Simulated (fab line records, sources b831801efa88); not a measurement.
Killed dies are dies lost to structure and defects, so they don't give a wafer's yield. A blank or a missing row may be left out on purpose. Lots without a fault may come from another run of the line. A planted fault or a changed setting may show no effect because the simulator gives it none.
fab line records | flow sky130
record lots=13 wafers=39 last_day=50
route steps=708 shown FIELD_ISO@3 VT_ADJUST_HVTP@95 VT_ADJUST_LVTN@101 PAD_OPEN@708
lots that met no fault: from a run of the same line without faults
start_h: hours from the record's first day to the start of the lot's first wafer shown | wait_h: hours since the lot's step before | " the same as in the row above | L1.1+2: a row that stands for several wafers | - no value, or no start given | * or withheld: withheld | < > ~ a bound
route shown NAME@n: a module of which the file shows steps, and the number in the route of the first | usual: mean/standard deviation of fault-free wafers | same: alike in all rows | chamber/n: place in a boat | sites: the reading at each site | _std_site: their standard deviation | _edge_site: outer sites' mean less inner sites' | radius_mm: how far each site lies from the wafer's centre | mask NAME#n: copy n | behind: the tool/chamber that last shaped the wafer | hold: why the lot was held/for how many hours/how that ended | device: the transistor (n, p or np) that didn't switch | end of line: the same wafers' tests at the end of the route | a step without rows: its recipe alone | killed: dies lost to structure and defects at the first sort, not the wafer's yield | map: a wafer's dies, x killed, . not, _ none there
set.NAME: the setting as run; set.NAME@STEP: as run at that earlier step | model.NAME: the simulator's own value behind a step, which no gauge read
steps of the route over a sample of lots; a table a step, a row a wafer
services: from which hour (start_h, from the record's first day; less than 0 if before it) a tool's chamber was out of use, for how many hours, and why
## steps
# step SKY_FIELD_ISO_THK_MEAS_02
# recipe reads=SiO2_of_FIELD_ISO_OXIDATION_01
# usual FIELD_ISO_OXIDATION_00_THK=11.99/0.22
# columns lot.wafer tool chamber start_h wait_h FIELD_ISO_OXIDATION_00_THK[nm]
L343.1 film_metro-02 - 14.17 0.0 11.89
L343.3 " - " " 11.82
L343.6 " - " " 11.76
L344.1 film_metro-02 - 16.86 0.0 11.97
L344.4 " - " " 11.71
L344.6 " - " " 12.02
L345.1 film_metro-03 - 22.22 0.0 12.02
L345.3 " - " " 11.93
L345.4 " - " " 12.10
L348.1 film_metro-03 - 38.29 0.0 11.69
L348.2 " - " " 12.03
L348.4 " - " " 11.81
L349.1 film_metro-02 - 41.63 0.0 12.22
L349.3 " - " " 12.03
L349.4 " - " " 12.26
L353.2 film_metro-04 - 61.64 0.0 11.75
L353.4 " - " " 11.76
L353.5 " - " " 11.69
L359.2 film_metro-04 - 92.47 0.0 12.10
L359.3 " - " " 12.01
L359.6 " - " " 12.07
L360.1 film_metro-03 - 96.89 0.0 11.86
L360.2 " - " " 11.98
L360.6 " - " " 11.89
L361.2 film_metro-02 - 101.64 0.0 12.07
L361.4 " - " " 12.04
L361.5 " - " " 12.05
L362.1 film_metro-02 - 107.40 0.0 12.09
L362.3 " - " " 12.02
L362.4 " - " " 11.96
L364.1 film_metro-03 - 117.73 0.0 11.97
L364.4 " - " " 12.00
L364.6 " - " " 11.85
L365.1 film_metro-02 - 121.91 0.0 12.08
L365.3 " - " " 11.95
L365.6 " - " " 12.16
L366.2 film_metro-02 - 126.64 0.0 12.54
L366.3 " - " " 12.36
L366.4 " - " " 12.17
# step SKY_FIELD_ISO_ETCH_17
# recipe target_depth_a=3420 mask_material=Si3N4 chemistry=HBr/Cl2/O2 target=Si taper_deg=5 icp_w=600 bias_w=150 pressure_mtorr=15 HBr_flow_sccm=150 Cl2_flow_sccm=40 O2_flow_sccm=6 time_s=97.7
# usual drypump_motor_current_A=5.6/0.42 oes_product_au=0.996/0.0079 throttle_valve_pct=25.660/0.01
# columns lot.wafer tool chamber start_h wait_h drypump_motor_current_A oes_product_au rf_hours_counter_h throttle_valve_pct
L343.1 rie_si-01 1 32.22 0.1 5.6 0.990 158 25.649
L343.3 " 2 " " 4.9 0.991 81 25.666
L343.6 " 3 " " 5.9 1.001 - 25.661
L344.1 rie_si-01 2 34.49 0.1 4.9 0.994 81 25.655
L344.4 " 1 " " 5.6 0.994 159 25.664
L344.6 " 0 " " 5.7 0.986 - 25.675
L345.1 rie_si-02 2 40.37 0.1 5.8 0.990 69 25.658
L345.3 " 1 " " 5.5 0.994 149 25.653
L345.4 " 0 " " 6.3 0.977 48 25.677
L348.1 rie_si-02 2 56.29 0.1 5.9 1.000 70 25.657
L348.2 " 1 " " 5.5 0.993 149 25.641
L348.4 " 2 " " 5.9 0.998 - 25.647
L349.1 rie_si-02 1 60.49 0.1 5.5 0.996 149 25.649
L349.3 " 2 " " 5.8 1.001 70 25.654
L349.4 " 0 " " 6.2 0.983 - 25.666
L353.2 rie_si-01 1 80.19 0.1 5.6 1.003 0 25.666
L353.4 " 0 " " 5.7 0.987 78 25.675
L353.5 " 3 " " 5.9 0.993 - 25.653
L359.2 rie_si-01 3 112.92 0.1 5.9 0.996 97 25.648
L359.3 " 2 " " 4.8 1.005 82 25.654
L359.6 " 0 " " 5.7 0.983 - 25.655
L360.1 rie_si-02 3 117.87 0.1 5.2 0.982 1 25.656
L360.2 " 1 " " 5.5 1.009 0 25.667
L360.6 " 3 " " 5.2 0.991 - 25.658
L361.2 rie_si-01 1 122.72 0.1 5.6 1.010 1 25.652
L361.4 " 0 " " 5.7 0.985 78 25.653
L361.5 " 2 " " 4.9 1.006 - 25.654
L362.1 rie_si-01 1 127.84 0.1 5.6 0.996 1 25.648
L362.3 " 2 " " 4.9 0.999 82 25.644
L362.4 " 3 " " 5.9 0.994 97 25.673
L364.1 rie_si-01 3 138.14 0.1 5.9 0.985 98 25.660
L364.4 " 1 " " 5.6 1.004 1 25.663
L364.6 " 1 " " 5.6 0.997 - 25.664
L365.1 rie_si-02 2 143.27 0.1 5.8 0.988 70 25.677
L365.3 " 1 " " 5.5 0.998 0 25.654
L365.6 " 1 " " 5.5 0.997 - 25.655
L366.2 rie_si-01 0 147.97 0.1 5.7 0.994 78 25.650
L366.3 " 1 " " 5.6 1.009 1 25.631
L366.4 " 2 " " 4.9 1.005 82 25.655
# step SKY_VT_ADJUST_HVTP_STRIP_10
# recipe chemistry=O2/N2 power_w=1400 pressure_mtorr=1451 platen_temp_c=withheld o2_flow_sccm=3000 n2_flow_sccm=300 overash_fraction=0.5
# usual drypump_motor_current_A=5.8/0.58 oes_product_au=0.711/0.0042 strip_time_to_endpoint_s=14.30/0.044
# same overash_fraction=0.5
# columns lot.wafer tool chamber start_h wait_h drypump_motor_current_A oes_product_au rf_hours_counter_h strip_time_to_endpoint_s
L343.1 plasma_asher-02 0 123.80 0.1 5.0 0.712 42 14.36
L343.3 " 1 " " 5.6 0.719 - 14.34
L343.6 " 0 " " 4.9 0.713 - 14.32
L344.1 plasma_asher-04 1 126.88 0.1 5.3 0.711 1 14.26
L344.4 " 1 " " 5.3 0.708 - 14.28
L344.6 " 1 " " 5.3 0.707 - 14.27
L345.1 plasma_asher-02 1 137.40 0.1 5.5 0.710 43 14.32
L345.3 " 0 " " 4.9 0.711 - 14.34
L345.4 " 1 " " 5.5 0.711 - 14.31
L348.1 plasma_asher-02 1 156.80 0.1 5.5 0.705 45 14.36
L348.2 " 0 " " 4.9 0.715 45 14.33
L348.4 " 1 " " 5.5 0.712 - 14.32
L349.1 plasma_asher-03 0 161.58 0.1 6.0 0.717 48 14.36
L349.3 " 0 " " 6.0 0.713 - 14.28
L349.4 " 1 " " 5.9 0.712 - 14.33
L353.2 plasma_asher-04 1 182.22 0.1 5.3 0.709 6 14.28
L353.4 " 1 " " 5.3 0.710 - 14.28
L353.5 " 1 " " 5.3 0.714 - 14.27
L359.2 plasma_asher-03 0 226.03 0.1 6.0 0.713 55 14.33
L359.3 " 0 " " 6.0 0.712 - 14.30
L359.6 " 1 " " 5.9 0.711 - 14.30
L360.1 plasma_asher-02 1 231.47 0.1 5.6 0.708 51 14.28
L360.2 " 0 " " 4.9 0.704 51 14.24
L360.6 " 1 " " 5.5 0.712 - 14.28
L361.2 plasma_asher-04 1 236.28 0.1 5.3 0.706 12 14.24
L361.4 " 0 " " 6.6 0.723 - 14.34
L361.5 " 1 " " 5.3 0.711 - 14.27
L362.1 plasma_asher-03 0 239.48 0.1 6.1 0.712 57 14.25
L362.3 " 1 " " 5.9 0.710 - 14.32
L362.4 " 0 " " 6.0 0.717 - 14.30
L364.1 plasma_asher-04 1 253.07 0.1 5.3 0.713 13 14.33
L364.4 " 0 " " 6.6 0.705 - 14.27
L364.6 " 1 " " 5.2 0.712 - 14.31
L365.1 plasma_asher-04 0 258.38 0.1 6.6 0.709 14 14.29
L365.3 " 0 " " 6.6 0.721 - 14.29
L365.6 " 0 " " 6.6 0.714 - 14.27
L366.2 plasma_asher-03 1 268.95 0.1 5.9 0.719 60 14.31
L366.3 " 1 " " 5.9 0.711 - 14.36
L366.4 " 0 " " 6.0 0.718 - 14.27
# step SKY_VT_ADJUST_LVTN_EXPOSE_04
# recipe mask_id=NWM_COMPLEMENT_LESS_NATIVE na=0.6 source_shape=conventional sigma_outer=0.6 polarization=unpolarized target_cd_nm=840 dose_mj=194
# columns lot.wafer tool chamber start_h wait_h mask
L343.1+3+6 iline_stepper-01 0 133.49 - NWM_COMPLEMENT_LESS_NATIVE#0
L344.1+4+6 iline_stepper-02 0 137.25 - NWM_COMPLEMENT_LESS_NATIVE#0
L345.1+3+4 iline_stepper-02 0 146.52 - NWM_COMPLEMENT_LESS_NATIVE#0
L348.1+2+4 iline_stepper-01 0 166.50 - NWM_COMPLEMENT_LESS_NATIVE#0
L349.1+3+4 iline_stepper-02 0 171.59 - HVTPM#0
L353.2+4+5 iline_stepper-02 0 192.67 - NWM_COMPLEMENT_LESS_NATIVE#0
L359.2+3+6 iline_stepper-01 0 237.24 - NWM_COMPLEMENT_LESS_NATIVE#0
L360.1+2+6 iline_stepper-02 0 244.08 - NWM_COMPLEMENT_LESS_NATIVE#0
L361.2+4+5 iline_stepper-02 0 248.69 - NWM_COMPLEMENT_LESS_NATIVE#0
L362.1+3+4 iline_stepper-02 0 251.35 - NWM_COMPLEMENT_LESS_NATIVE#0
L364.1+4+6 iline_stepper-01 0 265.25 - NWM_COMPLEMENT_LESS_NATIVE#0
L365.1+3+6 iline_stepper-01 0 270.45 - NWM_COMPLEMENT_LESS_NATIVE#0
L366.2+3+4 iline_stepper-02 0 282.01 - NWM_COMPLEMENT_LESS_NATIVE#0
# step SKY_VT_ADJUST_LVTN_OVL_MEAS_07
# usual VT_ADJUST_LVTN_OVL=-0.7/1.2
# columns lot.wafer tool chamber start_h wait_h VT_ADJUST_LVTN_OVL[nm]
L343.1 overlay-01 - 142.37 - 1.0
L343.3 " - " " -0.3
L343.6 " - " " -1.3
L344.1 overlay-02 - 146.10 - -2.7
L344.4 " - " " -1.8
L344.6 " - " " -3.3
L345.1 overlay-02 - 156.60 - -1.8
L345.3 " - " " -0.7
L345.4 " - " " -1.5
L348.1 overlay-01 - 177.20 - -1.5
L348.2 " - " " -0.3
L348.4 " - " " 1.1
L349.1 overlay-01 - 181.42 - -
L349.3 " - " " -
L349.4 " - " " -
L353.2 overlay-02 - 203.48 - -0.7
L353.4 " - " " -1.4
L353.5 " - " " -1.2
L359.2 overlay-02 - 249.17 - -0.4
L359.3 " - " " 0.6
L359.6 " - " " 1.5
L360.1 overlay-02 - 255.92 - -0.9
L360.2 " - " " 0.3
L360.6 " - " " 0.6
L361.2 overlay-01 - 259.92 - -1.6
L361.4 " - " " -1.9
L361.5 " - " " -1.4
L362.1 overlay-01 - 262.62 - -1.3
L362.3 " - " " -2.3
L362.4 " - " " -1.5
L364.1 overlay-01 - 278.47 - -0.3
L364.4 " - " " 0.3
L364.6 " - " " -1.0
L365.1 overlay-01 - 283.02 - 0.9
L365.3 " - " " 1.3
L365.6 " - " " 1.4
L366.2 overlay-01 - 294.63 - -1.8
L366.3 " - " " -1.9
L366.4 " - " " -0.4
# step SKY_VT_ADJUST_LVTN_TW_MEAS_10
# usual VT_ADJUST_LVTN_TW=241.9/2
# columns lot.wafer tool chamber start_h wait_h VT_ADJUST_LVTN_TW
L343.1 film_metro-01 - 142.66 0.1 241.4
L343.3 " - " " 242.9
L343.6 " - " " 240.9
L344.1 film_metro-03 - 146.39 0.1 241.1
L344.4 " - " " 241.3
L344.6 " - " " 241.4
L345.1 film_metro-03 - 156.89 0.1 241.0
L345.3 " - " " 239.7
L345.4 " - " " 241.4
L348.1 film_metro-03 - 177.49 0.1 241.6
L348.2 " - " " 242.0
L348.4 " - " " 242.3
L349.1 film_metro-01 - 181.71 0.1 29.7
L349.3 " - " " 29.8
L349.4 " - " " 29.8
L353.2 film_metro-01 - 203.77 0.1 240.5
L353.4 " - " " 240.8
L353.5 " - " " 241.3
L359.2 film_metro-04 - 249.46 0.1 244.8
L359.3 " - " " 244.3
L359.6 " - " " 245.9
L360.1 film_metro-03 - 256.20 0.1 240.5
L360.2 " - " " 239.3
L360.6 " - " " 239.2
L361.2 film_metro-01 - 260.21 0.1 241.0
L361.4 " - " " 241.0
L361.5 " - " " 242.3
L362.1 film_metro-01 - 262.90 0.1 241.8
L362.3 " - " " 241.7
L362.4 " - " " 240.9
L364.1 film_metro-03 - 278.91 0.1 238.4
L364.4 " - " " 239.2
L364.6 " - " " 239.3
L365.1 film_metro-03 - 283.30 0.1 239.9
L365.3 " - " " 240.5
L365.6 " - " " 238.8
L366.2 film_metro-03 - 294.92 0.1 240.9
L366.3 " - " " 240.7
L366.4 " - " " 242.2
# step SKY_PAD_OPEN_PROBE_99
# usual killed_at_M0_to_M3=44/6.2 killed_at_M4_up=3.3/1.7 killed_at_contacts=24/4.9 killed_at_front_end=16/5 killed_at_other=0.3/0.48 killed_dies=88/9 killed_open=48/7 killed_short=39/6.1
# same gross_dies=492 killed_at_back_side=0
# columns lot.wafer tool chamber start_h wait_h killed_at_M0_to_M3 killed_at_M4_up killed_at_contacts killed_at_front_end killed_at_other killed_dies killed_open killed_short
L349.4 prober-01 - 1115.08 0.2 48 6 24 413 1 492 59 41
# killed by level:class
L349.4 VT_ADJUST_LVTN:area_expose=392 VIA1:geometric_particle:open=10 CONTACT:geometric_particle:open=10 FIELD_ISO:geometric_particle:open=8 METAL1:geometric_particle:short=7 VIA3:geometric_particle:open=7 VIA2:geometric_particle:open=6 POLY_GATE:geometric_particle:short=5
## services
# columns tool chamber start_h hours kind
iline_stepper-02 - 11.45 20.9 repair
rie_si-01 1 43.28 - clean
rie_si-01 1 43.28 13.7 scheduled_down
rie_si-01 1 43.28 13.7 vent_cycle
rie_si-02 3 46.12 - clean
rie_si-02 3 46.12 23.8 scheduled_down
rie_si-02 3 46.12 23.8 vent_cycle
iline_stepper-02 - 60.87 1.7 pm
rie_si-02 1 85.75 - clean
rie_si-02 1 85.75 30.0 scheduled_down
rie_si-02 1 85.75 30.0 vent_cycle
plasma_asher-04 - 108.75 9.0 pm
plasma_asher-04 0 108.75 9.0 vent_cycle
plasma_asher-04 1 108.75 9.0 vent_cycle
plasma_asher-04 0 117.75 - clean
plasma_asher-04 1 117.75 - clean
iline_stepper-01 - 122.43 4.4 pm
iline_stepper-02 0 193.63 - calibration
iline_stepper-01 - 194.78 1.7 pm
plasma_asher-02 - 215.61 13.1 repair
iline_stepper-01 0 219.06 - calibration
iline_stepper-02 - 279.05 1.7 pm
## key
first_sign step=SKY_VT_ADJUST_LVTN_EXPOSE_04 reading=mask direction=changed
effect step=SKY_VT_ADJUST_LVTN_OVL_MEAS_07 reading=VT_ADJUST_LVTN_OVL direction=missing
effect step=SKY_VT_ADJUST_LVTN_TW_MEAS_10 reading=VT_ADJUST_LVTN_TW direction=down sigmas=99+ usual=241.9 struck=29.7
effect step=SKY_PAD_OPEN_PROBE_99 reading=killed_at_front_end direction=up sigmas=79 usual=16 struck=413
more_kills_born_at SKY_VT_ADJUST_LVTN_EXPOSE_04@iline_stepper-02=392
met_at SKY_VT_ADJUST_LVTN_EXPOSE_04
struck_lots L349
tester_left_out L349
not_acting_at SKY_FIELD_ISO_THK_MEAS_02,SKY_FIELD_ISO_ETCH_17,SKY_VT_ADJUST_HVTP_STRIP_10
onset_between 146.52 171.59
fault kind=wrong_mask tool=any chamber=- onset_h=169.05 steps=SKY_VT_ADJUST_LVTN_EXPOSE_04 aux_copy=HVTPM#0 scope=struck_lots_only
# tester_left_out: of these lots the tester's yield and bins aren't shown, on N5 and GAA mostly nor the transistor test; their killed dies are dies lost to structure and defects alone, not to doping, threshold or leakage, so they don't give the yield
